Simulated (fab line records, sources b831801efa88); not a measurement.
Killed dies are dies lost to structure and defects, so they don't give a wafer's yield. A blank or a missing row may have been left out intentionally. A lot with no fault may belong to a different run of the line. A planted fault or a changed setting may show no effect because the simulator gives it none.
Which tool was responsible? ; flow gf180mcu ; 13 lots with 37 wafers sampled at 4 steps, on a route of 602 steps

WHAT THE GAUGES SHOWED, per wafer
GF_M1_RS_MEAS_05: a four-point-probe measurement. Usual: M1_ALCU_RS 0.0700 ohm/sq, standard deviation 0.00096.
lot;measured;on;M1_ALCU_RS (ohm/sq);flag
L475;day 16 05:53;film metro-04;0.0702 0.0696;
L476;day 16 14:35;film metro-04;0.0701 0.0702 0.0704;
L477;day 17 01:55;film metro-04;0.0684 0.0692 0.0696;
L479;day 17 14:52;film metro-04;0.0696 0.0698 0.0696;
L483;day 19 02:56;film metro-01;0.0700 0.0680 0.0696;
L482;day 19 03:02;film metro-04;0.0710 0.0709 0.0714;
L485;day 20 00:20;film metro-04;0.0710 0.0718 0.0709;
L486;day 20 11:43;film metro-01;0.0708 0.0699 0.0686;
L487;day 20 17:25;film metro-04;0.0703 0.0701 0.0682;
L488;day 20 22:05;film metro-04;0.0703 0.0706 0.0707;
L489;day 21 08:56;film metro-04;0.0692 0.0690 0.0680;
L495;day 23 08:55;film metro-01;0.0706 0.0695;
L498;day 24 05:31;film metro-01;0.0708 0.0711 0.0715;

GF_V2_RS_MEAS_24: a four-point-probe measurement. Usual: V2_W_RS 0.323 ohm/sq, standard deviation 0.006.
lot;measured;on;V2_W_RS (ohm/sq);flag
L475;day 20 07:53;film metro-03;0.323 0.326;
L476;day 20 16:43;film metro-02;0.328 0.323 0.325;
L477;day 21 04:47;film metro-03;0.315 0.322 0.322;
L479;day 21 19:17;film metro-03;0.329 0.326 0.328;
L483;day 23 07:21;film metro-03;0.329 0.320 0.315;
L482;day 23 08:35;film metro-03;0.319 0.324 0.333;
L485;day 24 03:44;film metro-01;0.323 0.322 0.325;
L486;day 24 15:15;film metro-02;0.317 0.327 0.326;
L487;day 24 20:23;film metro-03;0.318 0.330 0.333;
L488;day 25 01:02;film metro-01;0.328 0.332 0.325;
L489;day 25 09:54;film metro-01;0.317 0.316 0.313;
L495;day 27 03:56;film metro-03;0.315 0.317;
L498;day 27 23:34;film metro-02;0.322 0.307 0.325;

WHICH TOOL RAN EACH LOT (tool, then ch and the chambers of the sampled wafers, then the start)
lot;GF_HV_LDD_ETCHBACK_58;GF_M1_METAL_ETCH_16
L475;rie diel-03 ch 0,3, day 12 15:16;rie metal-01 ch 1, day 17 04:19
L476;rie diel-02 ch 1,2,3, day 12 21:14;rie metal-03 ch 1, day 17 12:25
L477;rie diel-02 ch 0,1,3, day 13 07:22;rie metal-01 ch 0,1, day 18 00:07
L479;rie diel-04 ch 0,2,3, day 13 20:59;rie metal-03 ch 0,1, day 18 13:40
L483;rie diel-03 ch 1,2, day 15 04:42;rie metal-02 ch 0,1, day 20 02:35
L482;rie diel-02 ch 1,2, day 15 05:08;rie metal-03 ch 0, day 20 03:10
L485;rie diel-04 ch 1,2,3, day 15 23:23;rie metal-01 ch 0,1, day 21 00:35
L486;rie diel-03 ch 0,2, day 16 09:07;rie metal-03 ch 0, day 21 11:58
L487;rie diel-03 ch 0,3, day 16 15:54;rie metal-02 ch 0, day 21 17:43
L488;rie diel-03 ch 0,1,3, day 16 21:25;rie metal-03 ch 0, day 21 21:43
L489;rie diel-03 ch 0,1,2, day 17 05:53;rie metal-02 ch 0,1, day 22 08:17
L495;rie diel-02 ch 0,1, day 19 04:59;rie metal-03 ch 0,1, day 24 07:19
L498;rie diel-02 ch 0,1,2, day 20 03:42;rie metal-03 ch 0,1, day 25 04:25
- GF_HV_LDD_ETCHBACK_58: etches Si3N4 in CH3F/O2, stops on SiO2, time 100 s, target depth 90 nm.
- GF_M1_METAL_ETCH_16: etches the open film in Cl2/BCl3, stops on SiO2, target depth 750.8 nm, time 125.1 s.

WHAT THE TOOLS THEMSELVES READ (means of the sampled wafers that have a number; where no wafer has one, the mark that the record gives instead)
GF_HV_LDD_ETCHBACK_58. Usual: O2_flow_sccm 29.99 sccm, standard deviation 0.097; ch3f flow sccm 40.01 sccm, standard deviation 0.12; chamber pressure mTorr 25.002 mTorr, standard deviation 0.023; drypump motor current A 5.8 A, standard deviation 0.37; oes product au 0.839 a.u., standard deviation 0.0069; run length s 128.3 s, standard deviation 0.44; throttle valve pct 10.560 %, standard deviation 0.0085.
lot;tool;O2_flow_sccm (sccm);ch3f flow sccm (sccm);chamber pressure mTorr (mTorr);drypump motor current A (A);oes product au (a.u.);run length s (s);throttle valve pct (%);flag
L475;rie diel-03;29.91;39.94;25.006;5.8;0.849;128.8;10.563;
L476;rie diel-02;29.92;39.89;25.006;5.9;0.838;128.1;10.561;
L477;rie diel-02;29.99;39.89;24.997;5.8;0.849;128.3;10.560;
L479;rie diel-04;30.07;40.00;24.998;6.0;0.842;128.1;10.558;
L483;rie diel-03;30.21;40.00;24.997;5.2;0.837;128.3;10.554;
L482;rie diel-02;30.00;40.09;25.014;5.9;0.840;128.1;10.555;
L485;rie diel-04;30.05;39.95;24.984;6.2;0.837;128.1;10.554;
L486;rie diel-03;30.05;39.82;25.008;5.4;0.836;128.8;10.560;
L487;rie diel-03;30.01;40.13;24.999;5.7;0.844;128.8;10.566;
L488;rie diel-03;29.93;40.07;24.983;5.7;0.746;152.6;10.550;OFF
L489;rie diel-03;30.00;40.12;25.007;5.4;0.749;152.6;10.554;OFF
L495;rie diel-02;29.99;39.98;25.002;5.7;0.839;128.0;10.566;
L498;rie diel-02;30.08;40.01;25.007;5.8;0.835;128.1;10.553;

GF_M1_METAL_ETCH_16. Usual: chamber pressure mTorr 7.999 mTorr, standard deviation 0.0071; drypump motor current A 5.9 A, standard deviation 0.39; he backside leak sccm 3.21 sccm, standard deviation 0.25; oes product au 0.986 a.u., standard deviation 0.0084; throttle valve pct 28.233 %, standard deviation 0.011.
lot;tool;chamber pressure mTorr (mTorr);drypump motor current A (A);he backside leak sccm (sccm);oes product au (a.u.);throttle valve pct (%);flag
L475;rie metal-01;8.003;6.5;3.10;0.993;28.211;
L476;rie metal-03;8.000;5.4;3.03;0.985;28.230;
L477;rie metal-01;7.998;5.7;3.21;0.990;28.239;
L479;rie metal-03;8.006;5.6;3.24;0.977;28.235;
L483;rie metal-02;7.999;5.9;3.22;0.994;28.227;
L482;rie metal-03;8.004;5.7;3.23;0.971;28.248;
L485;rie metal-01;7.998;5.8;3.41;0.983;28.245;
L486;rie metal-03;7.993;5.7;3.22;0.979;28.238;
L487;rie metal-02;8.001;6.2;2.88;0.992;28.227;
L488;rie metal-03;7.998;5.7;3.24;0.977;28.239;
L489;rie metal-02;8.007;5.9;3.32;0.988;28.227;
L495;rie metal-03;7.996;5.6;3.16;0.974;28.229;
L498;rie metal-03;8.003;5.6;3.21;0.978;28.231;

THE ANSWER, worked out from the rows above alone
Rule: lot off if the mean of its wafers having a number is beyond 3 standard deviations from the usual mean. A lot without any number at a reading at which 4 lots or more have one is off too. The other lots that the step has rows for count as sound. The gauges are gone through in route order, then the tools' own readings, and for those a lot's mean is taken as printed above. The first step at which some lot is off is used, and at that step the reading that is off furthest; a lot without a number counts as furthest.
Off at GF_HV_LDD_ETCHBACK_58 (run length s): L488, L489.
A tool fits if, at that step or a process step before it, it ran every lot that is off, and no sound lot after the first of them. One fits: GF_HV_LDD_ETCHBACK_58 on rie diel-03. Its last sound lot is L487 (day 16 15:54), its first lot that is off L488 (day 16 21:25): a fault that began between those two fits.
The tool's own readings at GF_HV_LDD_ETCHBACK_58 bear it out: on the lots that are off they differ by more than 5 times the standard deviation of the sound lots' means. oes product au reads 0.748 a.u. there against 0.841 a.u. on the sound lots; run length s reads 152.6 s there against 128.3 s on the sound lots.

WHAT THE SIMULATOR HAD INSERTED
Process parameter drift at GF_HV_LDD_ETCHBACK_58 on rie diel-03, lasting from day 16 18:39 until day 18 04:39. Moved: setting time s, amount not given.
Shown lots that were struck: L488, L489. Same finding as the rule above.
